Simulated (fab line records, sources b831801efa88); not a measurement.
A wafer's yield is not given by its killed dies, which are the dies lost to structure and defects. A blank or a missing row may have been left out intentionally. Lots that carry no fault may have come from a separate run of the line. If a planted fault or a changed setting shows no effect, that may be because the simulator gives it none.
The same fault as seen by 2 desks ; flow gf180mcu ; numbers are kept per desk, each desk with only its own; the story behind them comes last

== FROM THE METROLOGY DESK ==
Lot by lot, what the gauges showed, no matter which tool ran the lot: averages of those sampled wafers that carry a number. Marked OUT: a lot whose mean sits more than 4 standard deviations from the usual mean, which makes it out of limits; the brackets give that distance.
Columns: A = CONTACT_CVD_00_THK at GF_CONTACT_THK_MEAS_01, usual 299 nm; B = CONTACT_CVD_02_THK at GF_CONTACT_THK_MEAS_03, usual 860 nm; C = CONTACT_BOW at GF_CONTACT_BOW_MEAS_05, usual 64 um; D = cd_nm at GF_CONTACT_CD_MEAS_14, usual 219.7 nm
lot;first seen here;A;B;C;D
L479;day 15 06:53;301;860;59;220.8
L485;day 17 11:40;297;861;61;218.4
L488;day 18 07:15;298;868;60;-
L489;day 18 18:25;300;852;70;-
L497;day 22 03:04;294;865;64;220.6
L499;day 22 08:53;295;866;67;219.9
This desk's verdict: no lot among the 6 shows anything out of limits.

== THE TOOL OWNER'S DESK: litho_track-01 ==
The tool's own readings at GF_CONTACT_DEVELOP_13 (develop time 60 s): means of the sampled wafers that have a number, for each lot that ran on this tool. Marked OUT: a lot whose mean sits more than 4 standard deviations from the usual mean, which makes it out of limits; the brackets give that distance.
Columns: A = chill_plate_temp_C at GF_CONTACT_DEVELOP_13, usual 22.98 C
lot;first seen here;A
L485;day 18 11:55;22.98
This desk's finding: nothing out of limits on the one lot.

== BROUGHT TOGETHER ==
At the metrology desk, nothing out of limits was observed.
The desk of the tool owner found nothing out of limits.

== WHAT THE SIMULATOR PUT IN ==
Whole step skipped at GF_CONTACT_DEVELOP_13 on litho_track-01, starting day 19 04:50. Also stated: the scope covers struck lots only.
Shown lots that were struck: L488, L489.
